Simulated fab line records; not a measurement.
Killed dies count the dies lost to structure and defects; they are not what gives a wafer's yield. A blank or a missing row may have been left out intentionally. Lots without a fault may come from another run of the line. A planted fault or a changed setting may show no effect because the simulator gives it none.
Which tool did it? || flow gf180mcu || 42 wafers from 14 lots sampled at 4 of the route's 602 steps

## WHAT EACH GAUGE READ, for each wafer
GF_STI_THK_MEAS_22.
{"lot": "L617", "measured": "day 2 09:36", "on": "film metro-01", "STI_OXIDATION_01_THK (nm)": "15.21 15.20 15.22"}
{"lot": "L619", "measured": "day 3 00:55", "on": "film metro-01", "STI_OXIDATION_01_THK (nm)": "15.37 15.26 15.32"}
{"lot": "L620", "measured": "day 3 00:55", "on": "film metro-03", "STI_OXIDATION_01_THK (nm)": "14.97 14.94 15.00"}
{"lot": "L621", "measured": "day 3 06:06", "on": "film metro-03", "STI_OXIDATION_01_THK (nm)": "15.13 14.93 15.29"}
{"lot": "L622", "measured": "day 3 11:30", "on": "film metro-03", "STI_OXIDATION_01_THK (nm)": "15.05 14.77 14.81"}
{"lot": "L624", "measured": "day 3 22:59", "on": "film metro-02", "STI_OXIDATION_01_THK (nm)": "14.78 15.22 14.83"}
{"lot": "L625", "measured": "day 4 01:26", "on": "film metro-02", "STI_OXIDATION_01_THK (nm)": "14.87 14.52 14.68"}
{"lot": "L627", "measured": "day 4 12:04", "on": "film metro-01", "STI_OXIDATION_01_THK (nm)": "15.32 15.13 15.22"}
{"lot": "L628", "measured": "day 4 18:20", "on": "film metro-02", "STI_OXIDATION_01_THK (nm)": "14.90 14.72 14.78"}
{"lot": "L629", "measured": "day 4 22:16", "on": "film metro-03", "STI_OXIDATION_01_THK (nm)": "14.99 14.76 15.03"}
{"lot": "L630", "measured": "day 5 06:25", "on": "film metro-01", "STI_OXIDATION_01_THK (nm)": "14.81 14.87 14.92"}
{"lot": "L636", "measured": "day 6 10:40", "on": "film metro-01", "STI_OXIDATION_01_THK (nm)": "14.42 14.42 14.41"}
{"lot": "L638", "measured": "day 6 20:01", "on": "film metro-01", "STI_OXIDATION_01_THK (nm)": "14.88 15.07 15.09"}
{"lot": "L639", "measured": "day 7 01:28", "on": "film metro-01", "STI_OXIDATION_01_THK (nm)": "15.02 15.00 14.89"}

GF_VT_IMPLANT_OVL_MEAS_29.
{"lot": "L617", "measured": "day 7 01:27", "on": "overlay-02", "VT_IMPLANT_02_OVL (nm)": "-0.7 0.9 0.3"}
{"lot": "L619", "measured": "day 8 00:01", "on": "overlay-02", "VT_IMPLANT_02_OVL (nm)": "-1.1 -0.9 -0.7"}
{"lot": "L620", "measured": "day 7 22:08", "on": "overlay-01", "VT_IMPLANT_02_OVL (nm)": "-0.4 -0.8 0.3"}
{"lot": "L621", "measured": "day 8 06:03", "on": "overlay-02", "VT_IMPLANT_02_OVL (nm)": "2.0 1.6 1.2"}
{"lot": "L622", "measured": "day 8 11:34", "on": "overlay-02", "VT_IMPLANT_02_OVL (nm)": "-0.5 0.0 -0.9"}
{"lot": "L624", "measured": "day 9 01:17", "on": "overlay-01", "VT_IMPLANT_02_OVL (nm)": "-0.6 -0.4 0.8"}
{"lot": "L625", "measured": "day 9 05:04", "on": "overlay-01", "VT_IMPLANT_02_OVL (nm)": "0.1 1.2 -0.4"}
{"lot": "L627", "measured": "day 9 20:50", "on": "overlay-02", "VT_IMPLANT_02_OVL (nm)": "1.4 0.4 1.3"}
{"lot": "L628", "measured": "day 10 03:28", "on": "overlay-02", "VT_IMPLANT_02_OVL (nm)": "-2.7 -1.3 -2.6"}
{"lot": "L629", "measured": "day 10 10:00", "on": "overlay-02", "VT_IMPLANT_02_OVL (nm)": "2.0 -0.1 2.3"}
{"lot": "L630", "measured": "day 11 00:07", "on": "overlay-02", "VT_IMPLANT_02_OVL (nm)": "-1.0 -2.3 -2.1"}
{"lot": "L636", "measured": "day 12 08:31", "on": "overlay-02", "VT_IMPLANT_02_OVL (nm)": "-0.6 -2.0 -1.6"}
{"lot": "L638", "measured": "day 12 20:19", "on": "overlay-01", "VT_IMPLANT_02_OVL (nm)": "1.6 0.8 1.5"}
{"lot": "L639", "measured": "day 13 01:26", "on": "overlay-01", "VT_IMPLANT_02_OVL (nm)": "0.4 1.0 1.5"}

GF_DUAL_GATE_THK_MEAS_03.
{"lot": "L617", "measured": "day 7 19:52", "on": "film metro-02", "DUAL_GATE_OXIDATION_00_THK (nm)": "10.91 11.01 11.03"}
{"lot": "L619", "measured": "day 8 19:10", "on": "film metro-03", "DUAL_GATE_OXIDATION_00_THK (nm)": "11.00 10.86 10.86"}
{"lot": "L620", "measured": "day 8 17:43", "on": "film metro-01", "DUAL_GATE_OXIDATION_00_THK (nm)": "10.42 10.57 10.33"}
{"lot": "L621", "measured": "day 9 01:46", "on": "film metro-03", "DUAL_GATE_OXIDATION_00_THK (nm)": "10.93 11.03 10.94"}
{"lot": "L622", "measured": "day 9 08:46", "on": "film metro-03", "DUAL_GATE_OXIDATION_00_THK (nm)": "11.25 11.23 11.42"}
{"lot": "L624", "measured": "day 9 22:32", "on": "film metro-02", "DUAL_GATE_OXIDATION_00_THK (nm)": "11.09 11.16 10.88"}
{"lot": "L625", "measured": "day 10 01:27", "on": "film metro-03", "DUAL_GATE_OXIDATION_00_THK (nm)": "10.91 10.91 10.89"}
{"lot": "L627", "measured": "day 10 16:59", "on": "film metro-03", "DUAL_GATE_OXIDATION_00_THK (nm)": "10.68 10.53 10.83"}
{"lot": "L628", "measured": "day 11 00:35", "on": "film metro-01", "DUAL_GATE_OXIDATION_00_THK (nm)": "11.15 10.95 11.02"}
{"lot": "L629", "measured": "day 11 07:58", "on": "film metro-02", "DUAL_GATE_OXIDATION_00_THK (nm)": "10.66 10.74 10.75"}
{"lot": "L630", "measured": "day 11 23:01", "on": "film metro-01", "DUAL_GATE_OXIDATION_00_THK (nm)": "10.70 10.70 10.58"}
{"lot": "L636", "measured": "day 13 06:58", "on": "film metro-03", "DUAL_GATE_OXIDATION_00_THK (nm)": "10.93 10.75 10.95"}
{"lot": "L638", "measured": "day 13 19:02", "on": "film metro-01", "DUAL_GATE_OXIDATION_00_THK (nm)": "10.81 10.80 10.87"}
{"lot": "L639", "measured": "day 14 01:03", "on": "film metro-01", "DUAL_GATE_OXIDATION_00_THK (nm)": "10.94 10.95 10.79"}

## WHAT TOOL EACH LOT RAN ON (gives the tool, then ch and the chambers of the sampled wafers, and finally the start)
{"lot": "L617", "GF_STI_DEVELOP_11": "litho track-02 ch 0, day 2 07:34"}
{"lot": "L619", "GF_STI_DEVELOP_11": "litho track-04 ch 0, day 2 18:42"}
{"lot": "L620", "GF_STI_DEVELOP_11": "litho track-01 ch 0, day 2 22:46"}
{"lot": "L621", "GF_STI_DEVELOP_11": "litho track-04 ch 0, day 3 02:32"}
{"lot": "L622", "GF_STI_DEVELOP_11": "litho track-04 ch 0, day 3 08:17"}
{"lot": "L624", "GF_STI_DEVELOP_11": "litho track-01 ch 0, day 3 20:34"}
{"lot": "L625", "GF_STI_DEVELOP_11": "litho track-04 ch 0, day 3 23:27"}
{"lot": "L627", "GF_STI_DEVELOP_11": "litho track-04 ch 0, day 4 09:53"}
{"lot": "L628", "GF_STI_DEVELOP_11": "litho track-04 ch 0, day 4 14:42"}
{"lot": "L629", "GF_STI_DEVELOP_11": "litho track-04 ch 0, day 4 19:54"}
{"lot": "L630", "GF_STI_DEVELOP_11": "litho track-02 ch 0, day 5 02:14"}
{"lot": "L636", "GF_STI_DEVELOP_11": "litho track-02 ch 0, day 6 08:40"}
{"lot": "L638", "GF_STI_DEVELOP_11": "litho track-01 ch 0, day 6 18:01"}
{"lot": "L639", "GF_STI_DEVELOP_11": "litho track-01 ch 0, day 6 23:28"}
- GF_STI_DEVELOP_11: develop time 60 s.

## WHAT THE TOOLS THEMSELVES READ (means of the sampled wafers that have a number; where no wafer has one, the mark that the record gives instead)
GF_STI_DEVELOP_11.
{"lot": "L617", "tool": "litho track-02", "developer temp C (C)": 21.02}
{"lot": "L619", "tool": "litho track-04", "developer temp C (C)": 21.01}
{"lot": "L620", "tool": "litho track-01", "developer temp C (C)": 21.03}
{"lot": "L621", "tool": "litho track-04", "developer temp C (C)": 20.93}
{"lot": "L622", "tool": "litho track-04", "developer temp C (C)": 20.95}
{"lot": "L624", "tool": "litho track-01", "developer temp C (C)": 21.01}
{"lot": "L625", "tool": "litho track-04", "developer temp C (C)": 20.92}
{"lot": "L627", "tool": "litho track-04", "developer temp C (C)": 21.08}
{"lot": "L628", "tool": "litho track-04", "developer temp C (C)": 21.76}
{"lot": "L629", "tool": "litho track-04", "developer temp C (C)": 21.75}
{"lot": "L630", "tool": "litho track-02", "developer temp C (C)": 21.08}
{"lot": "L636", "tool": "litho track-02", "developer temp C (C)": 21.00}
{"lot": "L638", "tool": "litho track-01", "developer temp C (C)": 21.03}
{"lot": "L639", "tool": "litho track-01", "developer temp C (C)": 20.92}

## THE ANSWER, worked out from the rows above alone
Rule: what is usual is taken from the lots themselves. The widest of any qualifying gaps counts: lots, ordered by their means at a reading, are off when they make up no more than a third of the lots, leave a main group of 4 or more, and stand apart from it by 3 or more times the standard deviation of that group's means. A main group is skipped when, at the precision printed for the reading in the tables above, its means are all equal. Also off: a lot with no number at a reading for which 4 or more lots have one. The other lots that the step has rows for count as sound. The gauges are gone through in route order, then the tools' own readings, and for those a lot's mean is taken as printed above. The first step at which some lot is off is used, and at that step the reading that is off furthest; a lot without a number counts as furthest.
Off, at GF_STI_DEVELOP_11 on developer temp C: L628, L629. Mean 21.00 C and standard deviation 0.054 in the main group.
If a tool, at that step or one of the process steps before it, ran each lot that is off and ran no sound lot following the first of them, it fits. One candidate fits, namely litho track-04 at GF_STI_DEVELOP_11. A fault onset in the window from L627 (day 4 09:53, its last sound lot) to L628 (day 4 14:42, its first lot off) fits.
The tool's own readings at GF_STI_DEVELOP_11 bear it out: on the lots that are off they differ by more than 5 times the standard deviation of the sound lots' means. developer temp C reads 21.76 C there against 21.00 C on the sound lots.

## WHAT THE SIMULATOR PUT IN
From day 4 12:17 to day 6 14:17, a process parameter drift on litho track-04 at GF_STI_DEVELOP_11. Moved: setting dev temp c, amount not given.
Lots struck among those shown: L628, L629. This agrees with what the rule above found.
